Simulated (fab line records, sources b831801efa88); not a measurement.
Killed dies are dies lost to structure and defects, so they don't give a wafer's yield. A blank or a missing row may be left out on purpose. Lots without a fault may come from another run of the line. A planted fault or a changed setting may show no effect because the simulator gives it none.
Which tool did it? | flow sky130 | 13 lots, 39 wafers sampled, at 4 steps of a route of 708

WHAT THE GAUGES READ, wafer by wafer
SKY_PAD_OPEN_BOW_MEAS_13.
lot  | measured     | on            | PAD_OPEN_BOW (um)
L825 | day 45 10:59 | film_metro-02 | 55 48 44
L826 | day 45 13:31 | film_metro-03 | 40 37 41
L828 | day 47 09:01 | film_metro-01 | 46 44 54
L830 | day 47 16:47 | film_metro-02 | 38 45 51
L831 | day 47 21:46 | film_metro-03 | 48 53 46
L832 | day 48 03:55 | film_metro-02 | 34 41 39
L834 | day 48 11:35 | film_metro-01 | 39 45 41
L835 | day 48 10:10 | film_metro-01 | 46 37 31
L837 | day 48 19:27 | film_metro-03 | 41 21 37
L838 | day 49 00:25 | film_metro-01 | 31 34 27
L839 | day 49 06:27 | film_metro-02 | 43 52 57
L845 | day 50 11:16 | film_metro-03 | 35 42 41
L847 | day 50 15:31 | film_metro-01 | 56 53 66

WHICH TOOL RAN EACH LOT (tool, then ch and the chambers of the sampled wafers, then the start)
lot  | SKY_VT_ADJUST_NCORE_STRIP_10         | SKY_VIA4_ETCH_12                   | SKY_PASSIVATION_CVD_00
L825 | plasma_asher-04 ch 0,1, day 8 07:42  | rie_diel-04 ch 1,2,3, day 42 12:10 | pecvd-03 ch 0,1,2, day 43 12:47
L826 | plasma_asher-03 ch 0,1, day 8 16:37  | rie_diel-01 ch 1,2,3, day 42 14:18 | pecvd-04 ch 0,1,2, day 43 15:35
L828 | plasma_asher-04 ch 0,1, day 10 10:20 | rie_diel-01 ch 0,2, day 44 13:43   | pecvd-01 ch 0,1,2, day 45 13:28
L830 | plasma_asher-04 ch 0,1, day 10 19:10 | rie_diel-02 ch 1,2,3, day 44 21:58 | pecvd-01 ch 0,1, day 45 21:12
L831 | plasma_asher-03 ch 1, day 11 02:39   | rie_diel-02 ch 0,1,2, day 45 04:13 | pecvd-01 ch 0,2, day 46 02:20
L832 | plasma_asher-03 ch 0,1, day 11 09:19 | rie_diel-02 ch 0,3, day 45 09:33   | pecvd-03 ch 0,1, day 46 08:23
L834 | plasma_asher-03 ch 0,1, day 11 15:05 | rie_diel-01 ch 0,3, day 45 18:03   | pecvd-03 ch 1,2, day 46 16:20
L835 | plasma_asher-03 ch 0,1, day 11 16:21 | rie_diel-02 ch 0,1,2, day 45 16:46 | pecvd-03 ch 0,1, day 46 15:46
L837 | plasma_asher-01 ch 0,1, day 12 06:00 | rie_diel-01 ch 0,1,3, day 46 04:12 | pecvd-04 ch 0,2, day 47 02:40
L838 | plasma_asher-04 ch 0,1, day 12 13:20 | rie_diel-04 ch 1,2,3, day 46 08:15 | pecvd-04 ch 1,2, day 47 06:47
L839 | plasma_asher-03 ch 0,1, day 12 17:03 | rie_diel-02 ch 0,1,3, day 46 15:39 | pecvd-01 ch 0,1,2, day 47 14:40
L845 | plasma_asher-03 ch 0,1, day 14 15:47 | rie_diel-01 ch 0,2,3, day 48 02:31 | pecvd-03 ch 0,1, day 49 00:07
L847 | plasma_asher-03 ch 0, day 15 02:57   | rie_diel-02 ch 0,1,3, day 48 07:21 | pecvd-03 ch 0,1,2, day 49 04:28
- SKY_VT_ADJUST_NCORE_STRIP_10: strips in O2/N2.
- SKY_VIA4_ETCH_12: etches SiO2 in C4F8/O2/Ar, stops on TiN, target depth 580 nm.
- SKY_PASSIVATION_CVD_00: deposits SiO2, target thk 90 nm.

WHAT THE TOOLS THEMSELVES READ (means of the sampled wafers that have a number; where no wafer has one, the mark that the record gives instead)
SKY_VT_ADJUST_NCORE_STRIP_10.
lot  | tool            | drypump_motor_current_A (A) | oes_product_au (a.u.) | strip_time_to_endpoint_s (s)
L825 | plasma_asher-04 | 5.5                         | 0.717                 | 14.10
L826 | plasma_asher-03 | 4.9                         | 0.717                 | 14.14
L828 | plasma_asher-04 | 5.4                         | 0.722                 | 14.20
L830 | plasma_asher-04 | 5.5                         | 0.715                 | 14.11
L831 | plasma_asher-03 | 4.9                         | 0.716                 | 14.12
L832 | plasma_asher-03 | 4.9                         | 0.709                 | 14.16
L834 | plasma_asher-03 | 4.9                         | 0.716                 | 14.14
L835 | plasma_asher-03 | 4.9                         | 0.717                 | 14.10
L837 | plasma_asher-01 | 5.6                         | 0.715                 | 14.10
L838 | plasma_asher-04 | 5.5                         | 0.715                 | 14.07
L839 | plasma_asher-03 | 4.9                         | 0.717                 | 14.09
L845 | plasma_asher-03 | 4.9                         | 0.719                 | 14.15
L847 | plasma_asher-03 | 4.9                         | 0.712                 | 14.10

SKY_VIA4_ETCH_12.
lot  | tool        | oes_product_au (a.u.)
L825 | rie_diel-04 | 0.929
L826 | rie_diel-01 | 0.932
L828 | rie_diel-01 | 0.935
L830 | rie_diel-02 | 0.932
L831 | rie_diel-02 | 0.934
L832 | rie_diel-02 | 0.930
L834 | rie_diel-01 | 0.930
L835 | rie_diel-02 | 0.929
L837 | rie_diel-01 | 0.933
L838 | rie_diel-04 | 0.931
L839 | rie_diel-02 | 0.929
L845 | rie_diel-01 | 0.933
L847 | rie_diel-02 | 0.932

SKY_PASSIVATION_CVD_00.
lot  | tool     | heater_power_w (W)
L825 | pecvd-03 | 715
L826 | pecvd-04 | 616
L828 | pecvd-01 | 779
L830 | pecvd-01 | 688
L831 | pecvd-01 | 854
L832 | pecvd-03 | 706
L834 | pecvd-03 | 704
L835 | pecvd-03 | 763
L837 | pecvd-04 | 583
L838 | pecvd-04 | 693
L839 | pecvd-01 | 782
L845 | pecvd-03 | 766
L847 | pecvd-03 | 713

THE ANSWER, worked out from the rows above alone
Rule: what is usual is taken from the lots themselves. Put in order of their means at a reading, lots are off if they are a third of the lots or fewer, leave a main group of 4 or more, and stand apart from it by a gap of 3 or more times the standard deviation of the main group's means; of several such gaps the widest counts. A main group whose means are all the same, to the digits that the tables above print for the reading, isn't used. A lot without any number at a reading at which 4 lots or more have one is off too. The other lots that the step has rows for count as sound. The gauges are gone through in route order, then the tools' own readings, and for those a lot's mean is taken as printed above. The first step at which some lot is off is used, and at that step the reading that is off furthest; a lot without a number counts as furthest.
No lot is off at any reading shown: from this, nothing can be told.

WHAT THE SIMULATOR HAD PUT IN
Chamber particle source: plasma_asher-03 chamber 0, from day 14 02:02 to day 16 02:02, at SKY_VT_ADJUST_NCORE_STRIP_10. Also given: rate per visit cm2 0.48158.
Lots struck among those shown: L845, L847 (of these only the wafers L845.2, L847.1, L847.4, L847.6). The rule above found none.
